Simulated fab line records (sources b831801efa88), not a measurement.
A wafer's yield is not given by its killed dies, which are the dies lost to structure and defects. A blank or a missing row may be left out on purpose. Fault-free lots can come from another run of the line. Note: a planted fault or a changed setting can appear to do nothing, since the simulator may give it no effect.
The tool behind it: which one? :: flow gf180mcu :: 12 lots, 36 wafers sampled, at 1 step of a route of 602

WHAT THE GAUGES READ, wafer by wafer
GF_HV_LDD_CD_MEAS_31 targets a cd of 400 nm.
lot: L075
measured: day 11 18:18
on: cd-sem-01
cd-nm (nm): 399.0 403.2 402.7

lot: L077
measured: day 12 11:17
on: cd-sem-02
cd-nm (nm): 399.5 399.5 397.4

lot: L079
measured: day 13 05:14
on: cd-sem-01
cd-nm (nm): 400.5 398.1 400.1

lot: L081
measured: day 13 19:18
on: cd-sem-02
cd-nm (nm): 398.1 400.2 397.0

lot: L083
measured: day 14 14:38
on: cd-sem-02
cd-nm (nm): 400.8 400.9 401.3

lot: L085
measured: day 15 04:14
on: cd-sem-01
cd-nm (nm): 396.9 396.9 397.8

lot: L087
measured: day 15 19:53
on: cd-sem-01
cd-nm (nm): 398.6 397.6 397.9

lot: L089
measured: day 16 08:32
on: cd-sem-02
cd-nm (nm): 399.3 400.8 400.0

lot: L091
measured: day 17 00:46
on: cd-sem-02
cd-nm (nm): 401.2 399.8 400.5

lot: L093
measured: day 17 18:23
on: cd-sem-02
cd-nm (nm): 398.7 400.6 398.4

lot: L095
measured: day 18 07:11
on: cd-sem-02
cd-nm (nm): 395.1 398.9 395.8

lot: L097
measured: day 19 01:58
on: cd-sem-02
cd-nm (nm): 400.5 402.2 399.9

WHAT TOOL EACH LOT RAN ON (gives the tool, then ch and the chambers of the sampled wafers, and finally the start)
There is no process step in the record ahead of these readings.

THE ANSWER, worked out from the rows above alone
Rule: what is usual is taken from the lots themselves. Put in order of their means at a reading, lots are off if they are a third of the lots or fewer, leave a main group of 4 or more, and stand apart from it by a gap of 3 or more times the standard deviation of the main group's means; of several such gaps the widest counts. A main group whose means are all the same, to the digits that the tables above print for the reading, isn't used. A lot without any number at a reading at which 4 lots or more have one is off too. Where the step has rows for the other lots, those lots are counted as sound.
None of the lots is off at any reading shown; this tells nothing.

WHAT THE SIMULATOR HAD INSERTED
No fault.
